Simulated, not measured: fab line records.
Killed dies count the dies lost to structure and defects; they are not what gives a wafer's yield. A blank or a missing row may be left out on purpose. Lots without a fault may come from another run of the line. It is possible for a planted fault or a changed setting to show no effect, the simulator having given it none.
Which tool is to blame? / flow gf180mcu / 6 lots, 18 wafers sampled, at 2 steps of a route of 602

== WHAT THE GAUGES SHOWED, per wafer ==
GF_DUAL_GATE_OVL_MEAS_11.
lot=L951; measured=day 9 10:11; on=overlay-01; DUAL_GATE_OVL (nm)=-0.9 1.1 0.8
lot=L956; measured=day 11 03:45; on=overlay-01; DUAL_GATE_OVL (nm)=0.2 0.5 0.2
lot=L959; measured=day 12 02:22; on=overlay-01; DUAL_GATE_OVL (nm)=- - -
lot=L964; measured=day 13 09:54; on=overlay-01; DUAL_GATE_OVL (nm)=0.4 2.4 0.6
lot=L966; measured=day 13 17:45; on=overlay-02; DUAL_GATE_OVL (nm)=-1.8 -0.3 -1.3
lot=L969; measured=day 14 14:19; on=overlay-02; DUAL_GATE_OVL (nm)=-0.6 0.2 -2.3

== WHAT TOOL EACH LOT RAN ON (gives the tool, then ch and the chambers of the sampled wafers, and finally the start) ==
lot=L951; GF_DUAL_GATE_EXPOSE_08=iline_stepper-01 ch 0, day 9 01:50
lot=L956; GF_DUAL_GATE_EXPOSE_08=iline_stepper-01 ch 0, day 10 18:26
lot=L959; GF_DUAL_GATE_EXPOSE_08=iline_stepper-01 ch 0, day 11 17:35
lot=L964; GF_DUAL_GATE_EXPOSE_08=iline_stepper-02 ch 0, day 12 23:16
lot=L966; GF_DUAL_GATE_EXPOSE_08=iline_stepper-02 ch 0, day 13 08:42
lot=L969; GF_DUAL_GATE_EXPOSE_08=iline_stepper-01 ch 0, day 14 04:57
- GF_DUAL_GATE_EXPOSE_08: exposes mask Dualgate, target cd 700 nm.

== THE ANSWER, worked out from the rows above alone ==
Rule: the usual values come from the lots themselves. Put in order of their means at a reading, lots are off if they are a third of the lots or fewer, leave a main group of 4 or more, and stand apart from it by a gap of 3 or more times the standard deviation of the main group's means; of several such gaps the widest counts. Not used: any main group whose means are identical at the precision the tables above print for the reading. Also off: a lot with no number at a reading for which 4 or more lots have one. Any other lot the step has rows for is counted as sound.
Off: L959, at GF_DUAL_GATE_OVL_MEAS_11 (DUAL_GATE_OVL). Without a number there: L959. The main group has a mean of -0.1 nm with a standard deviation of 0.84.
If a tool, at a process step before that reading, ran all the lots that are off and no sound lot after the first of them, it fits. The gauges at GF_DUAL_GATE_OVL_MEAS_11 are tried like those tools. Not one of the candidates tried fits.

== WHAT HAD BEEN PUT IN BY THE SIMULATOR ==
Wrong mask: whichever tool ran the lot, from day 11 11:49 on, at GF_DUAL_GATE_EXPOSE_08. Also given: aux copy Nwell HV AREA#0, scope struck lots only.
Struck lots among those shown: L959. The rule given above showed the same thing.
